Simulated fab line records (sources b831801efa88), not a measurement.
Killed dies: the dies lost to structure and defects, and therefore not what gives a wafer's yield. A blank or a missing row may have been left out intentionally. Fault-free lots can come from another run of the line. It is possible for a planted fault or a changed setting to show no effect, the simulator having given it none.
Which of the tools did it? :: flow sky130 :: 12 lots with 36 wafers sampled at 3 steps, on a route of 708 steps

WHAT THE GAUGES READ, wafer by wafer
SKY_CAP2M_THK_MEAS_04: measures by xrf.
lot: L075
measured: day 39 17:52
on: filmMetro-01
CAP2M_TIN_THK (nm): 197.6 194.8 197.2

lot: L077
measured: day 40 08:52
on: filmMetro-04
CAP2M_TIN_THK (nm): 195.0 196.8 196.7

lot: L078
measured: day 40 22:01
on: filmMetro-04
CAP2M_TIN_THK (nm): 197.5 192.1 192.4

lot: L081
measured: day 41 18:08
on: filmMetro-01
CAP2M_TIN_THK (nm): 197.6 199.0 199.1

lot: L083
measured: day 42 01:05
on: filmMetro-03
CAP2M_TIN_THK (nm): 202.4 201.5 200.5

lot: L085
measured: day 42 21:25
on: filmMetro-03
CAP2M_TIN_THK (nm): 195.3 198.7 196.0

lot: L087
measured: day 43 05:17
on: filmMetro-01
CAP2M_TIN_THK (nm): 196.0 196.1 198.2

lot: L089
measured: day 43 17:46
on: filmMetro-01
CAP2M_TIN_THK (nm): 196.9 201.0 199.0

lot: L091
measured: day 44 11:51
on: filmMetro-04
CAP2M_TIN_THK (nm): 196.5 198.6 195.1

lot: L093
measured: day 44 19:50
on: filmMetro-04
CAP2M_TIN_THK (nm): 195.8 195.1 195.4

lot: L096
measured: day 45 13:01
on: filmMetro-03
CAP2M_TIN_THK (nm): 195.2 196.6 197.7

lot: L097
measured: day 46 02:20
on: filmMetro-04
CAP2M_TIN_THK (nm): 193.6 195.2 193.6

WHAT TOOL EACH LOT RAN ON (gives the tool, then ch and the chambers of the sampled wafers, and finally the start)
lot: L075
SKY_METAL3_STRIP_19: plasmaAsher-03 ch 0,1, day 38 13:43
SKY_VIA3_STRIP_16: plasmaAsher-02 ch 0,1, day 39 16:08

lot: L077
SKY_METAL3_STRIP_19: plasmaAsher-01 ch 0,1, day 39 04:34
SKY_VIA3_STRIP_16: plasmaAsher-04 ch 0,1, day 40 07:08

lot: L078
SKY_METAL3_STRIP_19: plasmaAsher-02 ch 0, day 39 18:25
SKY_VIA3_STRIP_16: plasmaAsher-02 ch 0,1, day 40 20:10

lot: L081
SKY_METAL3_STRIP_19: plasmaAsher-02 ch 0,1, day 40 15:01
SKY_VIA3_STRIP_16: plasmaAsher-01 ch 0,1, day 41 16:23

lot: L083
SKY_METAL3_STRIP_19: plasmaAsher-01 ch 0,1, day 40 21:36
SKY_VIA3_STRIP_16: plasmaAsher-01 ch 0,1, day 41 23:20

lot: L085
SKY_METAL3_STRIP_19: plasmaAsher-03 ch 0,1, day 41 18:22
SKY_VIA3_STRIP_16: plasmaAsher-02 ch 0,1, day 42 19:41

lot: L087
SKY_METAL3_STRIP_19: plasmaAsher-03 ch 0,1, day 42 02:36
SKY_VIA3_STRIP_16: plasmaAsher-01 ch 0,1, day 43 03:34

lot: L089
SKY_METAL3_STRIP_19: plasmaAsher-03 ch 0,1, day 42 16:26
SKY_VIA3_STRIP_16: plasmaAsher-02 ch 0, day 43 16:02

lot: L091
SKY_METAL3_STRIP_19: plasmaAsher-03 ch 0,1, day 43 10:03
SKY_VIA3_STRIP_16: plasmaAsher-04 ch 0,1, day 44 10:08

lot: L093
SKY_METAL3_STRIP_19: plasmaAsher-02 ch 0,1, day 43 18:08
SKY_VIA3_STRIP_16: plasmaAsher-01 ch 0,1, day 44 18:02

lot: L096
SKY_METAL3_STRIP_19: plasmaAsher-01 ch 0,1, day 44 12:54
SKY_VIA3_STRIP_16: plasmaAsher-02 ch 0, day 45 11:18

lot: L097
SKY_METAL3_STRIP_19: plasmaAsher-02 ch 0,1, day 45 02:41
SKY_VIA3_STRIP_16: plasmaAsher-02 ch 0,1, day 46 00:35
- SKY_METAL3_STRIP_19: strips in O2/N2.
- SKY_VIA3_STRIP_16: strips in O2/N2.

THE ANSWER, worked out from the rows above alone
Rule: the usual values come from the lots themselves. Put in order of their means at a reading, lots are off if they are a third of the lots or fewer, leave a main group of 4 or more, and stand apart from it by a gap of 3 or more times the standard deviation of the main group's means; of several such gaps the widest counts. A main group is skipped when, at the precision printed for the reading in the tables above, its means are all equal. A lot without any number at a reading at which 4 lots or more have one is off too. The other lots that the step has rows for count as sound.
No lot is off on any of the readings shown, so nothing can be concluded from this.

WHAT WAS PUT IN BY THE SIMULATOR
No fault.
